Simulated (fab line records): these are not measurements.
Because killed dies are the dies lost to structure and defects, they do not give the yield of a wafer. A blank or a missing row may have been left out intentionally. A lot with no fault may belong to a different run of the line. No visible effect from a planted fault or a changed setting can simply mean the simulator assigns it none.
Which tool is to blame? -- flow sky130 -- Sampling: 11 lots, 33 wafers, 4 of 708 route steps

## WHAT EACH GAUGE READ, for each wafer
SKY_VIA1_THK_MEAS_01.
lot,measured,on,VIA1_HDPCVD_THK (nm)
L551,day 32 22:02,film_metro-01,1023 1022 1028
L554,day 33 21:43,film_metro-02,1045 1046 1049
L557,day 34 18:25,film_metro-01,1023 1040 1036
L556,day 34 21:27,film_metro-02,1042 1034 1030
L559,day 35 21:03,film_metro-01,1047 1032 1041
L560,day 35 22:32,film_metro-01,1031 1027 1036
L563,day 37 01:26,film_metro-02,1032 1041 1018
L564,day 37 07:06,film_metro-04,878 882 891
L566,day 37 17:20,film_metro-02,887 872 877
L573,day 39 12:18,film_metro-04,1028 1033 1057
L574,day 39 22:58,film_metro-02,1064 1031 1047

## WHICH TOOL RAN EACH LOT (tool, then ch and the chambers of the sampled wafers, then the start)
lot,SKY_METAL1_SPUTTER_04,SKY_METAL1_METAL_ETCH_19,SKY_VIA1_HDPCVD_00
L551,"pvd_sputter-01, day 31 17:46","rie_metal-02 ch 0,1, day 32 21:15","hdpcvd-01 ch 0,1,2, day 32 21:56"
L554,"pvd_sputter-03, day 32 18:05","rie_metal-04 ch 0,1, day 33 20:55","hdpcvd-01 ch 0,1,2, day 33 21:36"
L557,"pvd_sputter-02, day 33 14:04","rie_metal-01 ch 0, day 34 17:32","hdpcvd-01 ch 0,2, day 34 18:17"
L556,"pvd_sputter-03, day 33 18:10","rie_metal-02 ch 0,1, day 34 20:38","hdpcvd-02 ch 0,1, day 34 21:20"
L559,"pvd_sputter-01, day 34 17:34","rie_metal-04 ch 0,1, day 35 20:15","hdpcvd-02 ch 1,2, day 35 20:55"
L560,"pvd_sputter-02, day 34 19:11","rie_metal-02 ch 1, day 35 21:44","hdpcvd-01 ch 0,1, day 35 22:26"
L563,"pvd_sputter-03, day 35 22:31","rie_metal-01 ch 0,1, day 37 00:35","hdpcvd-02 ch 0,2, day 37 01:19"
L564,"pvd_sputter-03, day 36 04:00","rie_metal-02 ch 0,1, day 37 06:13","hdpcvd-01 ch 0,1,2, day 37 06:58"
L566,"pvd_sputter-01, day 36 13:34","rie_metal-04 ch 0,1, day 37 16:30","hdpcvd-01 ch 0,2, day 37 17:13"
L573,"pvd_sputter-01, day 38 10:02","rie_metal-02 ch 0,1, day 39 11:25","hdpcvd-02 ch 0,2, day 39 12:10"
L574,"pvd_sputter-03, day 38 21:25","rie_metal-02 ch 0,1, day 39 22:05","hdpcvd-02 ch 0,1, day 39 22:50"
- SKY_METAL1_SPUTTER_04: material TiN, target thk 70 nm, time 58.3 s.
- SKY_METAL1_METAL_ETCH_19: etches the open film in Cl2/BCl3, stops on SiO2, target depth 360 nm, time 78 s.
- SKY_VIA1_HDPCVD_00: deposits SiO2, target thk 1030 nm, time 171.7 s.

## THE ANSWER, worked out from the rows above alone
Rule: the lots themselves supply what counts as usual. The widest of any qualifying gaps counts: lots, ordered by their means at a reading, are off when they make up no more than a third of the lots, leave a main group of 4 or more, and stand apart from it by 3 or more times the standard deviation of that group's means. A main group whose means are all the same, to the digits that the tables above print for the reading, isn't used. Also off: a lot with no number at a reading for which 4 or more lots have one. All remaining lots with rows at the step are treated as sound.
Off: L564, L566, at SKY_VIA1_THK_MEAS_01 (VIA1_HDPCVD_THK). For the main group the mean is 1036 nm and the standard deviation 7.2.
If a tool, at a process step before that reading, ran all the lots that are off and no sound lot after the first of them, it fits. The gauges at SKY_VIA1_THK_MEAS_01 are tried like those tools. One fits: hdpcvd-01 at SKY_VIA1_HDPCVD_00. A fault onset in the window from L560 (day 35 22:26, its last sound lot) to L564 (day 37 06:58, its first lot off) fits.

## WHAT HAD BEEN PUT IN BY THE SIMULATOR
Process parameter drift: hdpcvd-01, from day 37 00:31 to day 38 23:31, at SKY_VIA1_HDPCVD_00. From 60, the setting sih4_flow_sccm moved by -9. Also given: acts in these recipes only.
Lots struck among those shown: L564, L566. This agrees with what the rule above found.
